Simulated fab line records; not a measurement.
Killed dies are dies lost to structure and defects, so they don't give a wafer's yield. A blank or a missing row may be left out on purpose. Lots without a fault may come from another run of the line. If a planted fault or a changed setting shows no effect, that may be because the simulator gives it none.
8D (eight disciplines) problem report, filled in by code || flow gf180mcu || the parts of the form that need people (team, actions taken, sign-off) are left out

== 1. PROBLEM STATEMENT ==
At GF_POLY_GATE_DEVELOP_09, developerTempC averages 20.13 C over 9 wafers from 3 lots, while fault-free wafers read 20.97 C, standard deviation 0.1. That is -8.4 standard deviations from the usual mean.
The step: develop time 60 s.
Seen first at day 11 04:44 on lithoTrack-04, wafer L856.1. The record has a number at this step for 45 wafers belonging to 15 lots. By rule, "out" or "out of limits" means more than 4 standard deviations away from the usual mean. The other wafers with a number count as sound.

== 2. WHAT IT IS, WHAT IT ISN'T ==
{"question": "which readings at this step", "is": "developerTempC", "is not": "-"}
{"question": "which lots", "is": "L856, L858, L859", "is not": "L849, L850, L851, L853, L854, L865, L867, L868, L869, L870, L871, L872"}
{"question": "which wafers of those lots", "is": "all that have a number", "is not": "-"}
{"question": "read on which tools", "is": "lithoTrack-04", "is not": "lithoTrack-02, lithoTrack-03"}
{"question": "when", "is": "from day 11 04:44", "is not": "up to then (15 sound wafers); but 21 sound wafers of L865, L867, L868, L869, L870, L871, L872 came after"}

== 3. SUSPECTS, AND WHAT RULES EACH OUT ==
Counting: a tool at any process step up to the reading remains a suspect when it ran all the lots that are out and ran no sound lot after the first of those.
- lithoTrack-04 at GF_POLY_GATE_DEVELOP_09 (develop time 60 s): ruled out as a lasting fault. Sound lots L867, L870 ran on it after its first lot that is out, L856 (day 11 04:44).
Left after counting: nothing in the record.

== 4. THE CAUSE (what the simulator had put in) ==
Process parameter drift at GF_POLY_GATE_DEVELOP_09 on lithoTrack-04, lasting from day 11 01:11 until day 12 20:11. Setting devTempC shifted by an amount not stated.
Counting ruled it out, wrongly.

== 5. SEQUENCE OF EFFECTS, ordered by route ==
One row per reading whose mean, taken over the struck wafers that have a number, lies over 3 standard deviations from the usual. Scope: only readings with a usual standard deviation given in the record; hours: median across lots of the time from each lot's start at the first step in this table that gives one to its start at this step; sigmas: change in usual standard deviations.
{"hours": 0, "step": "GF_POLY_GATE_DEVELOP_09", "reading": "developerTempC", "usual": "20.97 C", "on struck wafers": 20.13, "change": -0.84, "sigmas": -8.4}
The process steps in it:
- GF_POLY_GATE_DEVELOP_09: develop time 60 s.
At these later measuring or inspecting steps, every struck wafer for which the step has a row has a number for every such reading, and none has moved that far: GF_CONTACT_OVL_MEAS_15, GF_M2_RS_MEAS_05, GF_V2_CD_MEAS_14.

== 6. WHAT WOULD HAVE CAUGHT IT SOONER ==
The fault began at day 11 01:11; the first out-of-limits reading in this record came at day 11 04:44, 4 hours later.
